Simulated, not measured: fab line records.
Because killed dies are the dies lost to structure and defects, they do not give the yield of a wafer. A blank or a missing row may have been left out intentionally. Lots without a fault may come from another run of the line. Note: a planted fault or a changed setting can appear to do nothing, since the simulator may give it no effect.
Struck lot and sound lot, side by side | flow sky130 | 34 out of 708 route steps
Sound: these wafers, L260.1, L260.3, L260.5. Struck: wafers L252.1, L252.2 (left out: L252.6, a lot-mate that was not struck); the cause follows at the end.
For every step that has rows: the tool of each side, followed by ch and its chambers, followed by its first start. Under that, the readings that differ: sound wafers | struck wafers | difference of the means | sigmas: that difference in standard deviations of wafers without a fault.
alike: words and numbers the same on both sides, and readings whose means are apart by under 2 such deviations; not compared: readings that were withheld, readings missing a value for some wafer, numbers with overlapping values and no deviation given by the record, and bounds like >300 which may hide the same value.
Wherever a step has rows on one side only, a row that says differs or no value, or a row with sigmas, the two part there. Numbers that don't overlap but have no deviation are shown without sigmas and don't part them. A reading missing from all wafers of one side parts the sides only when that side holds two or more wafers.

first, 8 steps without rows for these wafers: SKY_LOCAL_INTERCONNECT_ETCH_13 (etches BARC in N2/H2, stops on SiO2, time 45.9 s, target depth 60 nm); SKY_LOCAL_INTERCONNECT_METAL_ETCH_14 (etches TiN in Cl2/BCl3, stops on PSG, target depth 110 nm, time 31.4 s); SKY_LOCAL_INTERCONNECT_STRIP_15 (strips in O2/N2); SKY_LOCAL_INTERCONNECT_STRIP_16 (strips in post etch residue remover, time 1200 s); SKY_LOCAL_INTERCONNECT_CLEAN_17 (cleans in IPA, time 180 s); SKY_LOCAL_INTERCONNECT_CLEAN_18 (cleans in O3/DIW); SKY_CONTACT_CVD_00 (deposits Si3N4, target thk 75 nm); SKY_CONTACT_HDPCVD_02 (deposits SiO2, target thk 565 nm, time 94.2 s).
SKY_CONTACT_CMP_04: polishes SiO2.
  sound on cmp-01 ch 0,1,2, day 35 10:12; struck on cmp-02 ch 0,1, day 32 18:38
  reading                                     | sound           | struck      | difference | sigmas
  time_to_endpoint_s (s)                      | 86 76 87        | 100 101     | +18        | +4
  model.SiO2_of_CONTACT_HDPCVD_02.thk_nm (nm) | 341.9 340.3 341 | 414.4 415.3 | +73.8      |
  alike: motor_current_A
then, 9 steps without rows for these wafers: SKY_CONTACT_DEHYDRATE_06 (time 60 s); SKY_CONTACT_HMDS_07 (prime time 60 s); SKY_CONTACT_COAT_08 (resist thk 60 nm); SKY_CONTACT_COAT_09 (resist thk 450 nm); SKY_CONTACT_SOFTBAKE_10 (time 90 s); SKY_CONTACT_EXPOSE_11 (exposes mask CTM1, target cd 170 nm); SKY_CONTACT_PEB_12; SKY_CONTACT_DEVELOP_13 (develop time 60 s); SKY_CONTACT_ETCH_16 (etches BARC in N2/H2, stops on SiO2, time 45.9 s, target depth 60 nm).
SKY_CONTACT_ETCH_17: etches SiO2 in C4F8/O2/Ar, stops on Si3N4, target depth 340 nm.
  sound on rie_diel-04 ch 0,3, day 36 12:41; struck on rie_diel-04 ch 0,3, day 33 21:26
  reading                             | sound             | struck      | difference | sigmas
  oes_product_au (a.u.)               | 0.887 0.892 0.892 | 0.990 0.995 | +0.102     | +22
  model.etch.depth_nm (nm)            | 341.9 340.3 341   | 408.6 412.6 | +69.5      |
  model.CONTACT.feature_depth_nm (nm) | 341.9 340.3 341   | 408.6 412.6 | +69.5      |
  alike: bias_w, chamber_pressure_mTorr
then, 13 steps without rows for these wafers: SKY_CONTACT_ETCH_18 (etches Si3N4 in CHF3/O2, stops on TiN, time 39 s, target depth 75 nm); SKY_CONTACT_STRIP_19 (strips in O2/N2); SKY_CONTACT_STRIP_20 (strips in post etch residue remover, time 1200 s); SKY_CONTACT_CLEAN_21 (cleans in IPA, time 180 s); SKY_CONTACT_CLEAN_22 (cleans in O3/DIW); SKY_CONTACT_SPUTTER_23 (material TiN, target thk 20 nm, time 80 s); SKY_CONTACT_CVD_24 (deposits W, target thk 340 nm, time 102.12 s); SKY_CONTACT_CMP_27 (polishes, stops on SiO2, t overpolish 15 s, target thk 0 nm); SKY_METAL1_SPUTTER_00 (material Ti, target thk 15 nm, time 10 s); SKY_METAL1_SPUTTER_01 (material TiN, target thk 20 nm, time 16.7 s); SKY_METAL1_SPUTTER_02 (material AlCu, target thk 250 nm, time 13.3 s); SKY_METAL1_SPUTTER_03 (material Ti, target thk 5 nm, time 3.3 s); SKY_METAL1_SPUTTER_04 (material TiN, target thk 70 nm, time 58.3 s).
SKY_METAL1_METAL_ETCH_19: etches the open film in Cl2/BCl3, stops on SiO2, target depth 360 nm, time 78 s.
  sound on rie_metal-01 ch 1, day 37 16:36; struck on rie_metal-02 ch 0,1, day 35 01:50
  reading                                     | sound           | struck      | difference | sigmas
  model.SiO2_of_CONTACT_HDPCVD_02.thk_nm (nm) | 327.9 326.2 327 | 400.4 401.1 | +73.7      |
  alike: bias_w, chamber_pressure_mTorr, drypump_motor_current_A, oes_product_au, throttle_valve_pct
  not compared: rf_hours_counter_h
-- the record jumps here: 12 days lie between the struck wafers' starts before and after (it left off in module METAL1 and takes up again in module PAD_OPEN, whose first step shown is number 708 of the route) --
SKY_PAD_OPEN_PROBE_99:
  sound on prober-02, day 49 11:37; struck on prober-01, day 47 12:52
  reading                       | sound             | struck      | difference | sigmas
  killed_at_contacts            | 16 33 29          | 101 85      | +67        | +13
  killed_dies                   | 79 91 78          | 166 154     | +77        | +8
  killed_on_rim                 | 16 14 10          | 51 44       | +34        | +8
  model.etest.mcon_chain.rc_ohm | 16.25 16.02 16.46 | 27.55 22.86 | +8.96      |
  alike: killed_at_M0_to_M3, killed_at_M4_up, killed_at_front_end, killed_at_other, killed_open, killed_short

## WHERE THEY PART
Earliest at SKY_CONTACT_CMP_04; latest, in this record, at SKY_PAD_OPEN_PROBE_99.

WHY: whatever the simulator had introduced
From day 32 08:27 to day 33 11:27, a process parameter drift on cmp-02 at SKY_CONTACT_CMP_04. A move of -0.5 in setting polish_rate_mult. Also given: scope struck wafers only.
